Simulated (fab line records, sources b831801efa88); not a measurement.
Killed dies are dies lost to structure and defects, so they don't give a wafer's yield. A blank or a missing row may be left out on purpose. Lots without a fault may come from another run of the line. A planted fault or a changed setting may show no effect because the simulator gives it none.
Which tool did it? | flow sky130 | 11 lots, 33 wafers sampled, at 6 steps of a route of 708

WHAT THE GAUGES READ, wafer by wafer
SKY_FIELD_ISO_THK_MEAS_25.
lot  | measured    | on            | FIELD_ISO_CVD_24_THK (nm)
L528 | day 2 08:38 | film_metro-02 | 587 595 590
L529 | day 2 13:49 | film_metro-02 | 588 602 601
L534 | day 3 17:52 | film_metro-03 | 591 597 591
L535 | day 3 20:38 | film_metro-01 | 589 588 599
L537 | day 4 06:18 | film_metro-01 | 582 594 583
L540 | day 4 22:16 | film_metro-03 | 595 597 599
L542 | day 5 11:06 | film_metro-01 | 596 597 599
L546 | day 6 05:25 | film_metro-01 | 600 599 601
L548 | day 6 18:58 | film_metro-03 | 593 585 589
L550 | day 7 08:59 | film_metro-03 | 587 584 583
L551 | day 7 09:05 | film_metro-02 | 608 600 604

SKY_PWDE_TW_MEAS_10.
lot  | measured    | on            | PWDE_TW
L528 | day 3 22:56 | film_metro-04 | 376.5 376.2 377.5
L529 | day 4 07:10 | film_metro-01 | 379.9 381.6 380.4
L534 | day 5 10:22 | film_metro-01 | 377.1 379.5 378.8
L535 | day 5 13:10 | film_metro-03 | 373.1 374.1 374.6
L537 | day 5 23:30 | film_metro-01 | 383.5 383.5 383.9
L540 | day 6 16:26 | film_metro-04 | 382.7 381.6 384.1
L542 | day 7 08:25 | film_metro-04 | 374.2 374.5 374.7
L546 | day 8 04:56 | film_metro-04 | 378.1 376.1 375.1
L548 | day 8 16:16 | film_metro-04 | 375.5 376.2 375.2
L550 | day 9 10:19 | film_metro-03 | 376.3 377.5 377.5
L551 | day 9 11:04 | film_metro-01 | 379.3 379.4 379.5

SKY_NWELL_RS_MEAS_31: measures by four-point-probe.
lot  | measured     | on            | PWDE_RS (ohm/sq)
L528 | day 5 10:05  | film_metro-01 | 5277 5276 5283
L529 | day 5 20:53  | film_metro-01 | 5273 5256 5273
L534 | day 7 00:44  | film_metro-03 | 5322 5290 5283
L535 | day 7 04:01  | film_metro-04 | 5287 5288 5291
L537 | day 7 14:53  | film_metro-03 | 5044 5045 5050
L540 | day 8 09:43  | film_metro-01 | 5027 5033 5036
L542 | day 9 01:54  | film_metro-01 | 5300 5288 5285
L546 | day 10 00:19 | film_metro-03 | 5253 5269 5261
L548 | day 10 12:46 | film_metro-03 | 5261 5267 5273
L550 | day 11 09:26 | film_metro-03 | 5278 5267 5274
L551 | day 11 10:20 | film_metro-01 | 5291 5283 5279

SKY_VT_ADJUST_LVTN_TW_MEAS_10.
lot  | measured     | on            | VT_ADJUST_LVTN_TW
L528 | day 6 23:34  | film_metro-01 | 243.5 242.0 243.2
L529 | day 7 11:22  | film_metro-04 | 242.7 242.0 243.3
L534 | day 8 17:40  | film_metro-01 | 245.0 244.8 244.0
L535 | day 8 21:46  | film_metro-02 | 242.0 241.9 242.0
L537 | day 9 09:43  | film_metro-04 | 243.7 244.0 243.9
L540 | day 10 05:34 | film_metro-04 | 242.0 241.9 242.0
L542 | day 10 22:45 | film_metro-02 | 240.5 242.4 240.2
L546 | day 11 22:00 | film_metro-02 | 241.1 241.9 241.9
L548 | day 12 11:01 | film_metro-04 | 242.9 243.7 243.5
L550 | day 13 09:04 | film_metro-02 | 241.5 239.7 241.0
L551 | day 13 11:28 | film_metro-04 | 243.0 242.2 242.2

WHICH TOOL RAN EACH LOT (tool, then ch and the chambers of the sampled wafers, then the start)
lot  | SKY_PWDE_IMPLANT_08            | SKY_PWDE_STRIP_09
L528 | implanter-04 ch 0, day 3 22:43 | plasma_asher-01 ch 0,1, day 3 22:50
L529 | implanter-02 ch 0, day 4 06:55 | plasma_asher-01 ch 0,1, day 4 07:04
L534 | implanter-04 ch 0, day 5 10:08 | plasma_asher-01 ch 0,1, day 5 10:16
L535 | implanter-04 ch 0, day 5 12:55 | plasma_asher-01 ch 0,1, day 5 13:04
L537 | implanter-04 ch 0, day 5 23:15 | plasma_asher-02 ch 0,1, day 5 23:24
L540 | implanter-04 ch 0, day 6 16:13 | plasma_asher-02 ch 0,1, day 6 16:21
L542 | implanter-02 ch 0, day 7 08:10 | plasma_asher-02 ch 0,1, day 7 08:19
L546 | implanter-02 ch 0, day 8 04:42 | plasma_asher-01 ch 0,1, day 8 04:49
L548 | implanter-01 ch 0, day 8 16:02 | plasma_asher-02 ch 0,1, day 8 16:10
L550 | implanter-02 ch 0, day 9 10:06 | plasma_asher-04 ch 0,1, day 9 10:14
L551 | implanter-01 ch 0, day 9 10:50 | plasma_asher-02 ch 0,1, day 9 10:58
- SKY_PWDE_IMPLANT_08
- SKY_PWDE_STRIP_09: strips in O2/N2.

WHAT THE TOOLS THEMSELVES READ (means of the sampled wafers that have a number; where no wafer has one, the mark that the record gives instead)
SKY_PWDE_IMPLANT_08.
lot  | tool         | beam_energy_keV | dose_ions_cm2 | faraday_current_uA
L528 | implanter-04 | 149.99          | 3.6e+12       | 20.6
L529 | implanter-02 | 149.98          | 3.6e+12       | 20.3
L534 | implanter-04 | 150.00          | 3.6e+12       | 19.6
L535 | implanter-04 | 149.97          | 3.6e+12       | 20.4
L537 | implanter-04 | 150.00          | 3.8e+12       | 21.8
L540 | implanter-04 | 149.97          | 3.8e+12       | 21.4
L542 | implanter-02 | 150.01          | 3.6e+12       | 20.5
L546 | implanter-02 | 150.03          | 3.6e+12       | 20.1
L548 | implanter-01 | 149.96          | 3.6e+12       | 20.5
L550 | implanter-02 | 149.99          | 3.6e+12       | 20.2
L551 | implanter-01 | 149.95          | 3.6e+12       | 20.0

SKY_PWDE_STRIP_09.
lot  | tool            | drypump_motor_current_A (A) | oes_product_au (a.u.) | strip_time_to_endpoint_s (s)
L528 | plasma_asher-01 | 5.68                        | 0.724                 | 36.74
L529 | plasma_asher-01 | 5.78                        | 0.724                 | 37.13
L534 | plasma_asher-01 | 5.68                        | 0.726                 | 36.99
L535 | plasma_asher-01 | 5.69                        | 0.722                 | 37.08
L537 | plasma_asher-02 | 5.59                        | 0.722                 | 37.14
L540 | plasma_asher-02 | 5.54                        | 0.724                 | 36.98
L542 | plasma_asher-02 | 5.59                        | 0.722                 | 36.85
L546 | plasma_asher-01 | 5.76                        | 0.721                 | 36.88
L548 | plasma_asher-02 | 5.58                        | 0.724                 | 36.88
L550 | plasma_asher-04 | 6.09                        | 0.720                 | 36.86
L551 | plasma_asher-02 | 5.58                        | 0.720                 | 37.01

THE ANSWER, worked out from the rows above alone
Rule: what is usual is taken from the lots themselves. Put in order of their means at a reading, lots are off if they are a third of the lots or fewer, leave a main group of 4 or more, and stand apart from it by a gap of 3 or more times the standard deviation of the main group's means; of several such gaps the widest counts. A main group whose means are all the same, to the digits that the tables above print for the reading, isn't used. A lot without any number at a reading at which 4 lots or more have one is off too. The other lots that the step has rows for count as sound. The gauges are gone through in route order, then the tools' own readings, and for those a lot's mean is taken as printed above. The first step at which some lot is off is used, and at that step the reading that is off furthest; a lot without a number counts as furthest.
Off: L537, L540, at SKY_NWELL_RS_MEAS_31 (PWDE_RS). The main group: mean 5279 ohm/sq, standard deviation 12.
A tool fits if, at a process step before that reading, it ran every lot that is off, and no sound lot after the first of them. The gauges at SKY_NWELL_RS_MEAS_31 are tried like those tools. One fits: implanter-04 at SKY_PWDE_IMPLANT_08. Its last sound lot is L535 (day 5 12:55), its first lot that is off L537 (day 5 23:15): a fault that began between those two fits.
The tool's own readings at SKY_PWDE_IMPLANT_08 bear it out: on the lots that are off they differ by more than 5 times the standard deviation of the sound lots' means. dose_ions_cm2 reads 3.8e+12 there against 3.6e+12 on the sound lots.

WHAT THE SIMULATOR HAD PUT IN
Process parameter drift: implanter-04, from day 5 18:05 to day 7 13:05, at SKY_PWDE_IMPLANT_08. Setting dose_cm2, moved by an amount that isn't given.
Lots struck among those shown: L537, L540. The rule above found the same.
